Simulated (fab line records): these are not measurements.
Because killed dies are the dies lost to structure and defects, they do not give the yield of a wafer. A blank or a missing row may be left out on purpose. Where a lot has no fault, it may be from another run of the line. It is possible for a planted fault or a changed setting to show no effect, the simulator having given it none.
Struck lot and sound lot, side by side -- flow sky130 -- 24 steps out of a route of 708
Sound: the wafers L979.1, L979.3, L979.5. Struck: wafer L989.6. (L989.2, L989.5 of the same lot were not struck and are left out.) The cause comes at the end.
For every step that has rows: the tool of each side, followed by ch and its chambers, followed by its first start. Under that, the readings that differ: sound wafers -- struck wafers -- difference of the means -- sigmas: that difference in standard deviations of wafers without a fault.
alike: readings with means less than 2 such deviations apart, plus words and numbers identical on both sides. not compared: withheld readings, readings lacking a value on some wafer, bounds such as >300 that could conceal the same value, and numbers that have no deviation in the record and whose values overlap.
A row with sigmas, a row that says differs or no value, or rows on one side alone: a step with any of these is where the two part. Numbers that don't overlap but have no deviation are shown without sigmas and don't part them. A reading that every wafer of one side lacks parts them only if that side has two wafers or more.

SKY_VIA3_CMP_02: polishes SiO2.
  sound on cmp-02 ch 0,1,3, day 38 23:13; struck on cmp-02 ch 1, day 42 02:30
  alike: motor-current-A, retaining-ring-pressure-frac
SKY_VIA3_BOW_MEAS_03:
  sound on film-metro-02, day 38 23:25; struck on film-metro-02, day 42 02:46
  alike: VIA3_BOW
then, 8 steps without rows for these wafers: SKY_VIA3_DEHYDRATE_04 (time 60 s); SKY_VIA3_HMDS_05 (prime time 60 s); SKY_VIA3_COAT_06 (resist thk 60 nm); SKY_VIA3_COAT_07 (resist thk 450 nm); SKY_VIA3_SOFTBAKE_08 (time 90 s); SKY_VIA3_EXPOSE_09 (exposes mask VIM3, target cd 200 nm); SKY_VIA3_PEB_10; SKY_VIA3_DEVELOP_11 (develop time 60 s).
SKY_VIA3_CD_MEAS_12: target cd 200 nm.
  sound on cd-sem-01, day 40 00:15; struck on cd-sem-01, day 43 02:10
  alike: cd-nm
SKY_VIA3_OVL_MEAS_13:
  sound on overlay-02, day 40 00:22; struck on overlay-02, day 43 02:16
reading,sound,struck,difference,sigmas
VIA3_OVL (nm),4 16 15,-2,-14,-3
SKY_VIA3_ETCH_14: etches BARC in N2/H2, stops on SiO2, time 45.9 s, target depth 60 nm.
  sound on rie-diel-01 ch 0,1,3, day 40 00:24; struck on rie-diel-03 ch 1, day 43 02:18
reading,sound,struck,difference,sigmas
oes-product-au (a.u.),0.855 0.847 0.850,1.011,+0.160,+33
run-length-s (s),74.7 73.6 74.8,46.0,-28.4,-64
model.etch.depth-nm (nm),60.08 59.97 59.9,30.32,-29.66,
model.KrF-thick_of_VIA3_COAT_07.thk-nm (nm),391.3 390 390.6,419,+28,
model.VIA3.cd-nm (nm),199.5 200.4 200.3,194.2,-5.9,
  alike: drypump-motor-current-A, throttle-valve-pct
  not compared: rf-hours-counter-h
SKY_VIA3_ETCH_15: etches SiO2 in C4F8/O2/Ar, stops on TiN, target depth 507 nm, time 78 s.
  sound on rie-diel-01 ch 0,1,3, day 40 00:27; struck on rie-diel-03 ch 1, day 43 02:21
reading,sound,struck,difference,sigmas
oes-product-au (a.u.),0.954 0.959 0.945,0.378,-0.575,-99 or more
model.KrF-thick_of_VIA3_COAT_07.thk-nm (nm),292.1 286.4 290.9,316.5,+26.7,
  alike: run-length-s
SKY_VIA3_STRIP_16: strips in O2/N2.
  sound on plasma-asher-01 ch 0,1, day 40 00:31; struck on plasma-asher-03 ch 1, day 43 02:25
reading,sound,struck,difference,sigmas
oes-product-au (a.u.),0.400 0.403 0.393,0.418,+0.019,+4
strip-time-to-endpoint-s (s),4.15 4.08 4.13,4.41,+0.29,+9
  alike: drypump-motor-current-A
  not compared: rf-hours-counter-h
then, 3 steps without rows for these wafers: SKY_VIA3_STRIP_17 (strips in post etch residue remover, time 1200 s); SKY_VIA3_CLEAN_18 (cleans in IPA, time 180 s); SKY_VIA3_CLEAN_19 (cleans in O3/DIW).
SKY_VIA3_SPUTTER_20: material TiN, target thk 20 nm, time 80 s.
  sound on pvd-sputter-01, day 40 01:08; struck on pvd-sputter-04, day 43 03:00
  alike: throttle-valve-pct
SKY_VIA3_CVD_21: deposits W, target thk 390 nm, time 117.31 s.
  sound on cvd-w-01 ch 0,1, day 40 01:12; struck on cvd-w-02 ch 1, day 43 03:04
  alike: chamber-pressure-Torr, heater-power-outer-w, heater-power-w
SKY_VIA3_CMP_24: polishes, stops on SiO2, t overpolish 20 s, target thk 0 nm.
  sound on cmp-02 ch 0,2,3, day 40 01:33; struck on cmp-01 ch 1, day 43 03:25
  alike: motor-current-A, retaining-ring-pressure-frac
SKY_METAL4_SPUTTER_00: material Ti, target thk 15 nm, time 10 s.
  the record has rows for the sound wafers here (pvd-sputter-02, day 40 01:48) and none for the struck ones
SKY_METAL4_SPUTTER_01: material TiN, target thk 20 nm, time 16.7 s.
  the record has rows for the sound wafers here (pvd-sputter-02, day 40 01:49) and none for the struck ones
SKY_METAL4_SPUTTER_02: material AlCu, target thk 735 nm, time 39.1 s.
  the record has rows for the sound wafers here (pvd-sputter-02, day 40 01:51) and none for the struck ones

== WHERE THEY PART ==
Earliest at SKY_VIA3_OVL_MEAS_13; latest, in this record, at SKY_METAL4_SPUTTER_02.

WHY: what the simulator had put in
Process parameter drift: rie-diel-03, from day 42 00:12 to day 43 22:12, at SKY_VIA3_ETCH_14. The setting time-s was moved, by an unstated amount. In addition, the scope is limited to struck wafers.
